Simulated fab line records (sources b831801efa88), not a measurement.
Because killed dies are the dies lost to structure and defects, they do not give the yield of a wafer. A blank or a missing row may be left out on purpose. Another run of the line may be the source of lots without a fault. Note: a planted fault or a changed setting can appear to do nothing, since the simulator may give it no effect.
8D (eight disciplines) problem report, filled in by code    flow sky130    the parts of the form that need people (team, actions taken, sign-off) are left out

== 1. WHAT WENT WRONG ==
Mean of developer-temp-C at SKY_METAL2_DEVELOP_14: 20.10 C across 6 wafers in 2 lots; on wafers with no fault it is 21.00 C (standard deviation 0.11). Relative to the usual mean, that is a shift of -8.2 standard deviations.
The step: develop time 60 s.
First seen on wafer L603.2, day 38 15:00, on litho-track-02. The record has a number at this step for 36 wafers belonging to 12 lots. The rule behind "out" and "out of limits": a value lying over 4 standard deviations away from the usual mean. The other wafers with a number count as sound.

== 2. WHAT IT IS, WHAT IT ISN'T ==
question                     is                      is not
which readings at this step  developer-temp-C        -
which lots                   L603, L604              L592, L594, L598, L605, L606, L607, L608, L609, L610, L613
which wafers of those lots   all that have a number  -
read on which tools          litho-track-02          litho-track-03, litho-track-04
when                         from day 38 15:00       up to then (9 sound wafers); but 21 sound wafers of L605, L606, L607, L608, L609, L610, L613 came after

== 3. SUSPECTS, AND WHAT RULES EACH OUT ==
Counting: any tool at a process step up to the reading is kept as a suspect provided that every lot that is out went through it and no sound lot did after the first of them.
- litho-track-02 at SKY_METAL2_DEVELOP_14 (develop time 60 s): kept. It ran every lot that is out, first L603 (day 38 15:00), and no sound lot after that; its last sound lot up to then is L592 (day 35 02:00). On those wafers its own readings are out: developer-temp-C.
The count leaves litho-track-02 at SKY_METAL2_DEVELOP_14.

== 4. THE CAUSE (what the simulator had put in) ==
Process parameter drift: litho-track-02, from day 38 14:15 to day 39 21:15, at SKY_METAL2_DEVELOP_14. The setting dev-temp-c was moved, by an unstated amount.
The count eliminated every tool but this one.

== 5. SEQUENCE OF EFFECTS, ordered by route ==
One row per reading whose mean, taken over the struck wafers that have a number, lies over 3 standard deviations from the usual. Scope: only readings with a usual standard deviation given in the record; hours: median across lots of the time from each lot's start at the first step in this table that gives one to its start at this step; sigmas: change in usual standard deviations.
hours  step                   reading           usual    on struck wafers  change  sigmas
0      SKY_METAL2_DEVELOP_14  developer-temp-C  21.00 C  20.10             -0.90   -8.2
Process steps it contains:
- SKY_METAL2_DEVELOP_14: develop time 60 s.
Later steps that measure or inspect, where all struck wafers having a row at the step show a number for every such reading and not one has moved that far: SKY_METAL2_CD_MEAS_15.

== 6. HOW IT WOULD HAVE BEEN CAUGHT EARLIER ==
In this record the first reading out of limits was taken at day 38 15:00, 1 hour after the fault began at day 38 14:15.
